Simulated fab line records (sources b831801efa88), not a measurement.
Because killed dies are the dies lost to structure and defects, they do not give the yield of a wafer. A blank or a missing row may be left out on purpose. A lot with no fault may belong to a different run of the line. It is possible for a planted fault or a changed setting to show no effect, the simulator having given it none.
Matching of chambers || flow sky130 || SKY_CONTACT_ETCH_17 on rie diel-04: 4 sister chambers
The step etches SiO2 in C4F8/O2/Ar, stops on Si3N4, target depth 340 nm. 39 wafers are shown with their chamber, then 12 later ones without.

== WAFERS PAIRED WITH THEIR CHAMBERS ==
{"wafer": "L074.2", "chamber": 2, "oes product au (a.u.)": 0.893}
{"wafer": "L074.3", "chamber": 1, "oes product au (a.u.)": 0.895}
{"wafer": "L074.5", "chamber": 1, "oes product au (a.u.)": 0.896}
{"wafer": "L075.2", "chamber": 2, "oes product au (a.u.)": 0.887}
{"wafer": "L075.3", "chamber": 3, "oes product au (a.u.)": 0.901}
{"wafer": "L075.6", "chamber": 0, "oes product au (a.u.)": 0.891}
{"wafer": "L079.1", "chamber": 2, "oes product au (a.u.)": 0.888}
{"wafer": "L079.2", "chamber": 1, "oes product au (a.u.)": 0.891}
{"wafer": "L079.6", "chamber": 2, "oes product au (a.u.)": 0.893}
{"wafer": "L082.1", "chamber": 0, "oes product au (a.u.)": 0.887}
{"wafer": "L082.2", "chamber": 3, "oes product au (a.u.)": 0.895}
{"wafer": "L082.3", "chamber": 2, "oes product au (a.u.)": 0.900}
{"wafer": "L082.4", "chamber": 1, "oes product au (a.u.)": 0.900}
{"wafer": "L082.5", "chamber": 0, "oes product au (a.u.)": 0.896}
{"wafer": "L082.6", "chamber": 3, "oes product au (a.u.)": 0.890}
{"wafer": "L083.1", "chamber": 2, "oes product au (a.u.)": 0.892}
{"wafer": "L083.4", "chamber": 3, "oes product au (a.u.)": 0.899}
{"wafer": "L083.6", "chamber": 0, "oes product au (a.u.)": 0.890}
{"wafer": "L084.1", "chamber": 0, "oes product au (a.u.)": 0.891}
{"wafer": "L084.2", "chamber": 1, "oes product au (a.u.)": 0.890}
{"wafer": "L084.3", "chamber": 2, "oes product au (a.u.)": 0.898}
{"wafer": "L084.4", "chamber": 3, "oes product au (a.u.)": 0.896}
{"wafer": "L084.5", "chamber": 2, "oes product au (a.u.)": 0.882}
{"wafer": "L084.6", "chamber": 3, "oes product au (a.u.)": 0.898}
{"wafer": "L086.1", "chamber": 3, "oes product au (a.u.)": 0.890}
{"wafer": "L086.2", "chamber": 0, "oes product au (a.u.)": 0.908}
{"wafer": "L086.3", "chamber": 1, "oes product au (a.u.)": 0.896}
{"wafer": "L086.4", "chamber": 2, "oes product au (a.u.)": 0.893}
{"wafer": "L086.5", "chamber": 3, "oes product au (a.u.)": 0.890}
{"wafer": "L086.6", "chamber": 2, "oes product au (a.u.)": 0.886}
{"wafer": "L088.1", "chamber": 0, "oes product au (a.u.)": 0.891}
{"wafer": "L088.2", "chamber": 1, "oes product au (a.u.)": 0.896}
{"wafer": "L088.3", "chamber": 3, "oes product au (a.u.)": 0.894}
{"wafer": "L088.4", "chamber": 2, "oes product au (a.u.)": 0.894}
{"wafer": "L088.5", "chamber": 1, "oes product au (a.u.)": 0.890}
{"wafer": "L088.6", "chamber": 0, "oes product au (a.u.)": 0.895}
{"wafer": "L090.1", "chamber": 2, "oes product au (a.u.)": 0.899}
{"wafer": "L090.2", "chamber": 3, "oes product au (a.u.)": 0.890}
{"wafer": "L090.6", "chamber": 2, "oes product au (a.u.)": 0.897}

SIGNATURES, as means of the wafers listed above
{"reading": "oes product au", "chamber 0": 0.89363, "chamber 1": 0.89425, "chamber 2": 0.89246, "chamber 3": 0.89430, "scatter within a chamber": 0.00506}
Rule: distance of a wafer from a chamber = root of the sum over the readings of ((wafer's reading minus chamber's mean) / reading's scatter) squared. If the next closest chamber is less than 2 further off than the closest, the wafer can't be placed; otherwise it belongs to the closest. The scatter: take each reading less its chamber's mean, square it, sum over the shown wafers, divide by the number of wafers less the number of chambers, and take the root.

== WAFERS MISSING THEIR CHAMBER ==
{"wafer": "L093.1", "oes product au (a.u.)": 0.887}
{"wafer": "L093.4", "oes product au (a.u.)": 0.900}
{"wafer": "L093.6", "oes product au (a.u.)": 0.900}
{"wafer": "L095.1", "oes product au (a.u.)": 0.895}
{"wafer": "L095.3", "oes product au (a.u.)": 0.891}
{"wafer": "L095.6", "oes product au (a.u.)": 0.891}
{"wafer": "L096.1", "oes product au (a.u.)": 0.889}
{"wafer": "L096.2", "oes product au (a.u.)": 0.898}
{"wafer": "L096.5", "oes product au (a.u.)": 0.885}
{"wafer": "L097.3", "oes product au (a.u.)": 0.894}
{"wafer": "L097.5", "oes product au (a.u.)": 0.887}
{"wafer": "L097.6", "oes product au (a.u.)": 0.886}

== EACH ONE'S CHAMBER ==
{"wafer": "L093.1", "from the rows above": "can't be placed: 2 or 0 or 1 or 3", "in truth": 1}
{"wafer": "L093.4", "from the rows above": "can't be placed: 3 or 1 or 0 or 2", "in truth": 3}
{"wafer": "L093.6", "from the rows above": "can't be placed: 3 or 1 or 0 or 2", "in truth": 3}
{"wafer": "L095.1", "from the rows above": "can't be placed: 3 or 1 or 0 or 2", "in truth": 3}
{"wafer": "L095.3", "from the rows above": "can't be placed: 2 or 0 or 1 or 3", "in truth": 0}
{"wafer": "L095.6", "from the rows above": "can't be placed: 2 or 0 or 1 or 3", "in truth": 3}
{"wafer": "L096.1", "from the rows above": "can't be placed: 2 or 0 or 1 or 3", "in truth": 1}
{"wafer": "L096.2", "from the rows above": "can't be placed: 3 or 1 or 0 or 2", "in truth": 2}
{"wafer": "L096.5", "from the rows above": "can't be placed: 2 or 0 or 1 or 3", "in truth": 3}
{"wafer": "L097.3", "from the rows above": "can't be placed: 1 or 3 or 0 or 2", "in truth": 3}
{"wafer": "L097.5", "from the rows above": "can't be placed: 2 or 0 or 1 or 3", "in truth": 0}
{"wafer": "L097.6", "from the rows above": "can't be placed: 2 or 0 or 1 or 3", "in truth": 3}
Correct placement for 0 of the 12. Not placeable from these rows: 12 (in 12, the candidates include the true chamber). 0 placed wrongly.
